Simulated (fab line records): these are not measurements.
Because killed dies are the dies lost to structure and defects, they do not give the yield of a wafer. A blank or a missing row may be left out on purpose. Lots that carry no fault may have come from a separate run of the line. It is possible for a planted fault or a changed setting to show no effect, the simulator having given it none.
A lot that was struck, set against a sound lot / flow sky130 / 14 steps out of a route of 708
Sound: these wafers, L529.3, L529.5, L529.6. Struck: wafers L541.1, L541.2, L541.5. Last of all comes the cause.
Per side, at each step with rows, come the tool, then ch with its chambers, and then its first start. Under that, the readings that differ: sound wafers / struck wafers / difference of the means / sigmas: that difference in standard deviations of wafers without a fault.
alike: readings whose means differ by less than 2 such deviations, and words and numbers that are the same on both sides. not compared: withheld readings, readings that some wafer has no value for, bounds like >300 that may hide the same value, and numbers for which the record gives no deviation and whose values overlap.
Wherever a step has rows on one side only, a row that says differs or no value, or a row with sigmas, the two part there. When numbers do not overlap yet have no deviation, they are printed without sigmas and do not part them. Lack of a reading on every wafer of one side parts them only where that side has two or more wafers.

first, 5 steps without rows for these wafers: SKY_RES_XHIGH_SOFTBAKE_03 (time 60 s); SKY_RES_XHIGH_EXPOSE_04 (exposes mask URPM, target cd 1270 nm); SKY_RES_XHIGH_PEB_05; SKY_RES_XHIGH_DEVELOP_06 (develop time 60 s); SKY_RES_XHIGH_IMPLANT_07.
SKY_RES_XHIGH_STRIP_08: strips in O2/N2.
  sound on plasma_asher-04 ch 0,1, day 29 13:27; struck on plasma_asher-03 ch 0,1, day 33 05:47
reading=drypump_motor_current_A (A); sound=6.1 6.1 5.7; struck=5.4 5.0 5.0; difference=-0.8; sigmas=-2
  alike: n2_flow_sccm, oes_product_au, strip_time_to_endpoint_s
  not compared: rf_hours_counter_h
SKY_RES_XHIGH_TW_MEAS_09:
  sound on film_metro-04 at day 29 13:32; struck on film_metro-03 at day 33 05:53
  alike: RES_XHIGH_TW
then, 5 steps without rows for these wafers: SKY_SD_N_DEHYDRATE_00 (time 60 s); SKY_SD_N_HMDS_01 (prime time 60 s); SKY_SD_N_COAT_02 (resist thk 1140 nm); SKY_SD_N_SOFTBAKE_03 (time 60 s); SKY_SD_N_EXPOSE_04 (exposes mask NSDM, target cd 380 nm).
SKY_SD_N_PEB_05:
  struck on litho_track-01, day 34 07:17; sound on litho_track-03 ch 0, day 30 17:08
reading=exhaust_pa (Pa); sound=45.7 45.7 45.7; struck=- - -; difference=no value on the struck wafers; sigmas=
  not compared: chill_plate_temp_C
then, 1 step without rows for these wafers: SKY_SD_N_DEVELOP_06 (develop time 60 s).

## WHERE THEY PART
Last at SKY_SD_N_PEB_05 as far as this record goes, first at SKY_RES_XHIGH_STRIP_08.

WHY: what had been put in by the simulator
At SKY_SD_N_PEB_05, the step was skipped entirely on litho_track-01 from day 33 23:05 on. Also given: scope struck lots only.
